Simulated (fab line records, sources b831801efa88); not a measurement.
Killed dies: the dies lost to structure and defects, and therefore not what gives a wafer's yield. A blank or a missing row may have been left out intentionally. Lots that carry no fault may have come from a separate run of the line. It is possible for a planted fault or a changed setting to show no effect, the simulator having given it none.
Code-filled problem report in 8D (eight disciplines) form || flow sky130 || the parts of the form that need people (team, actions taken, sign-off) are left out

1. PROBLEM STATEMENT
Wafers without a fault read 14.27 s, standard deviation 0.037; strip time to endpoint s at SKY_RES_XHIGH_STRIP_08 reads a mean of 13.43 s on 6 wafers belonging to 2 lots. That puts it -23 standard deviations away from the usual mean.
The step: strips in O2/N2.
First seen on wafer L241.1, day 32 11:20, on plasma asher-04. At this step, 36 wafers from 12 lots have a number in the record. The rule behind "out" and "out of limits": a value lying over 4 standard deviations away from the usual mean. The rest of the wafers with a number are treated as sound.

2. WHAT IT IS, AND WHAT IT ISN'T
{"question": "which readings at this step", "is": "strip time to endpoint s", "is not": "drypump motor current A, oes product au"}
{"question": "which lots", "is": "L241, L244", "is not": "L225, L227, L228, L231, L232, L233, L234, L235, L236, L247"}
{"question": "which wafers of those lots", "is": "all that have a number", "is not": "-"}
{"question": "read on which tools", "is": "plasma asher-02, plasma asher-04", "is not": "plasma asher-03"}
{"question": "when", "is": "from day 32 11:20", "is not": "up to then (27 sound wafers); but 3 sound wafers of L247 came after"}

3. SUSPECTS, AND WHAT RULES EACH OUT
Counting: a tool at any process step up to the reading remains a suspect when it ran all the lots that are out and ran no sound lot after the first of those.
- litho track-03 at SKY_RES_XHIGH_COAT_02 (resist thk 1140 nm): kept. Every lot that is out went through it, starting with L241 (day 31 21:56), and after that it ran no sound lot; the last sound lot it ran before then is L235 (day 29 19:17).
Remaining after the count: litho track-03 at SKY_RES_XHIGH_COAT_02.

4. THE CAUSE (what the simulator had put in)
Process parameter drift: litho track-03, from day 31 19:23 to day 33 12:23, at SKY_RES_XHIGH_COAT_02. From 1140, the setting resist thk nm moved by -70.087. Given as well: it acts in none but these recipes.
This tool alone remained once counting was done.

5. SEQUENCE OF EFFECTS, ordered by route
Each row: a reading where the mean over the struck wafers with a number is more than 3 standard deviations away from the usual. Only readings whose record carries a usual standard deviation are examined. hours: median over the lots of the time between each lot's start at the first step of this table that gives one and its start at this step. sigmas: the change, counted in usual standard deviations.
{"hours": 0, "step": "SKY_RES_XHIGH_STRIP_08", "reading": "strip time to endpoint s", "usual": "14.27 s", "on struck wafers": 13.43, "change": -0.84, "sigmas": -23}
Process steps it contains:
- SKY_RES_XHIGH_STRIP_08: strips in O2/N2.
Later steps that measure or inspect, where all struck wafers having a row at the step show a number for every such reading and not one has moved that far: SKY_METAL1_THK_MEAS_06.

6. HOW IT WOULD HAVE BEEN CAUGHT EARLIER
In this record no reading fell out of limits until day 32 11:20, 16 hours after the fault had begun at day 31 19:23.
Lots out: 2; of these, L244 started SKY_RES_XHIGH_COAT_02 on litho track-03 after day 32 11:20. Had the tool been put on hold then, it would have been spared.
